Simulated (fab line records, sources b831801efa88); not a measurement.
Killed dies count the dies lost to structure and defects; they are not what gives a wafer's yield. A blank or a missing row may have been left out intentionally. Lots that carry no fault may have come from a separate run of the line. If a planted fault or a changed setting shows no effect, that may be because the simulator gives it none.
The tool behind it: which one?	flow sky130	12 lots with 36 wafers sampled at 4 steps, on a route of 708 steps

WHAT THE GAUGES SHOWED, per wafer
SKY_METAL2_OVL_MEAS_16.
lot	measured	on	METAL2_OVL (nm)
L755	day 34 13:23	overlay-01	12 8 7
L763	day 38 02:13	overlay-01	2 8 2
L762	day 38 06:59	overlay-01	-4 -4 -7
L764	day 38 08:12	overlay-01	-7 6 2
L768	day 40 01:17	overlay-01	0 2 2
L766	day 40 04:03	overlay-01	2 6 -1
L769	day 40 06:02	overlay-02	-4 0 3
L771	day 40 08:00	overlay-02	6 -1 -9
L770	day 40 09:09	overlay-01	1 7 -2
L772	day 40 09:31	overlay-01	-2 5 4
L774	day 41 01:26	overlay-02	-4 -6 2
L776	day 41 11:52	overlay-02	-3 4 3

EACH LOT AND THE TOOL THAT RAN IT (in order: tool; ch and the chambers of the sampled wafers; start)
lot	SKY_POLY_CUT_ETCH_10	SKY_POLY_CUT_STRIP_12	SKY_VIA1_CVD_21
L755	rie-diel-02 ch 0,1,2, day 23 11:22	plasma-asher-03 ch 0,1, day 23 11:27	cvd-w-02 ch 0,1, day 33 08:43
L763	rie-diel-02 ch 0,2, day 27 11:00	plasma-asher-02 ch 1, day 27 11:05	cvd-w-01 ch 0,1, day 37 00:06
L762	rie-diel-02 ch 0,1,3, day 27 16:23	plasma-asher-02 ch 0,1, day 27 16:28	cvd-w-02 ch 0,1, day 37 04:09
L764	rie-diel-03 ch 1,2, day 27 17:31	plasma-asher-02 ch 0,1, day 27 17:36	cvd-w-01 ch 0,1, day 37 05:44
L768	rie-diel-01 ch 0,2,3, day 29 17:47	plasma-asher-03 ch 0,1, day 29 17:52	cvd-w-01 ch 0,1, day 39 00:26
L766	rie-diel-01 ch 0,2, day 29 21:15	plasma-asher-03 ch 0,1, day 29 21:20	cvd-w-01 ch 0,1, day 39 02:43
L769	rie-diel-03 ch 0,1,3, day 29 22:19	plasma-asher-03 ch 0,1, day 29 22:24	cvd-w-01 ch 0,1, day 39 04:43
L771	rie-diel-01 ch 0,2,3, day 29 23:09	plasma-asher-04 ch 0,1, day 29 23:16	cvd-w-01 ch 0,1, day 39 06:49
L770	rie-diel-03 ch 0,1,3, day 30 00:47	plasma-asher-03 ch 0,1, day 30 00:52	cvd-w-02 ch 0,1, day 39 06:51
L772	rie-diel-02 ch 1,2,3, day 30 03:11	plasma-asher-02 ch 0, day 30 03:16	cvd-w-01 ch 0,1, day 39 08:05
L774	rie-diel-03 ch 1,2, day 30 18:19	plasma-asher-03 ch 0,1, day 30 18:24	cvd-w-02 ch 0,1, day 40 00:01
L776	rie-diel-03 ch 0,2,3, day 31 09:26	plasma-asher-03 ch 0,1, day 31 09:33	cvd-w-02 ch 0,1, day 40 10:26
- SKY_POLY_CUT_ETCH_10: etches BARC in N2/H2, stops on SiO2, time 45.9 s, target depth 60 nm.
- SKY_POLY_CUT_STRIP_12: strips in O2/N2.
- SKY_VIA1_CVD_21: deposits W, target thk 270 nm, time 80.902 s.

WHAT THE TOOLS THEMSELVES READ (means of the sampled wafers that have a number; where no wafer has one, the mark that the record gives instead)
SKY_POLY_CUT_ETCH_10.
lot	tool	drypump-motor-current-A (A)	oes-product-au (a.u.)	rf-fwd-power-W (W)	throttle-valve-pct (%)
L755	rie-diel-02	4.8	0.857	496.5	13.229
L763	rie-diel-02	4.8	0.854	497.4	13.224
L762	rie-diel-02	5.1	0.853	494.8	13.220
L764	rie-diel-03	5.8	0.855	493.7	13.222
L768	rie-diel-01	6.2	0.852	496.4	13.224
L766	rie-diel-01	6.2	0.857	494.4	13.231
L769	rie-diel-03	5.8	0.859	490.2	13.220
L771	rie-diel-01	6.1	0.856	495.4	13.224
L770	rie-diel-03	5.8	0.855	493.2	13.225
L772	rie-diel-02	5.0	0.853	495.2	13.227
L774	rie-diel-03	5.8	0.859	413.0	13.232
L776	rie-diel-03	5.8	0.859	413.6	13.224

SKY_POLY_CUT_STRIP_12.
lot	tool	drypump-motor-current-A (A)	oes-product-au (a.u.)	strip-time-to-endpoint-s (s)
L755	plasma-asher-03	5.5	0.453	5.362
L763	plasma-asher-02	5.4	0.452	5.353
L762	plasma-asher-02	5.3	0.455	5.342
L764	plasma-asher-02	5.2	0.449	5.342
L768	plasma-asher-03	5.7	0.453	5.344
L766	plasma-asher-03	5.7	0.456	5.355
L769	plasma-asher-03	5.5	0.451	5.350
L771	plasma-asher-04	6.1	0.453	5.359
L770	plasma-asher-03	5.5	0.457	5.367
L772	plasma-asher-02	5.1	0.447	5.363
L774	plasma-asher-03	5.5	0.455	5.388
L776	plasma-asher-03	5.5	0.451	5.419

SKY_VIA1_CVD_21.
lot	tool	heater-power-w (W)
L755	cvd-w-02	947
L763	cvd-w-01	912
L762	cvd-w-02	948
L764	cvd-w-01	916
L768	cvd-w-01	908
L766	cvd-w-01	871
L769	cvd-w-01	856
L771	cvd-w-01	849
L770	cvd-w-02	914
L772	cvd-w-01	857
L774	cvd-w-02	939
L776	cvd-w-02	895

THE ANSWER, worked out from the rows above alone
Rule: usual is defined by the lots themselves. Put in order of their means at a reading, lots are off if they are a third of the lots or fewer, leave a main group of 4 or more, and stand apart from it by a gap of 3 or more times the standard deviation of the main group's means; of several such gaps the widest counts. A main group whose means are all the same, to the digits that the tables above print for the reading, isn't used. A lot without any number at a reading at which 4 lots or more have one is off too. All remaining lots with rows at the step are treated as sound. The gauges are gone through in route order, then the tools' own readings, and for those a lot's mean is taken as printed above. At the first step where some lot is off, the reading lying furthest off is the one used; lots without a number count as furthest.
Off at SKY_POLY_CUT_ETCH_10 (rf-fwd-power-W): L774, L776. The main group: mean 494.7 W, standard deviation 1.9.
If a tool, at that step or one of the process steps before it, ran each lot that is off and ran no sound lot following the first of them, it fits. One fits: rie-diel-03 at SKY_POLY_CUT_ETCH_10. A fault onset in the window from L770 (day 30 00:47, its last sound lot) to L774 (day 30 18:19, its first lot off) fits.
On the lots that are off, the tool's own readings at SKY_POLY_CUT_ETCH_10 differ by more than 5 times the standard deviation of the sound lots' means, which bears it out; rf-fwd-power-W reads 413.3 W there versus 494.7 W on the sound lots.

WHAT THE SIMULATOR PUT IN
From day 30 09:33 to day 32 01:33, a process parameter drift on rie-diel-03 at SKY_POLY_CUT_ETCH_10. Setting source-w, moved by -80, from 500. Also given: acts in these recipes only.
Shown lots that were struck: L774, L776. The same result came from the rule above.
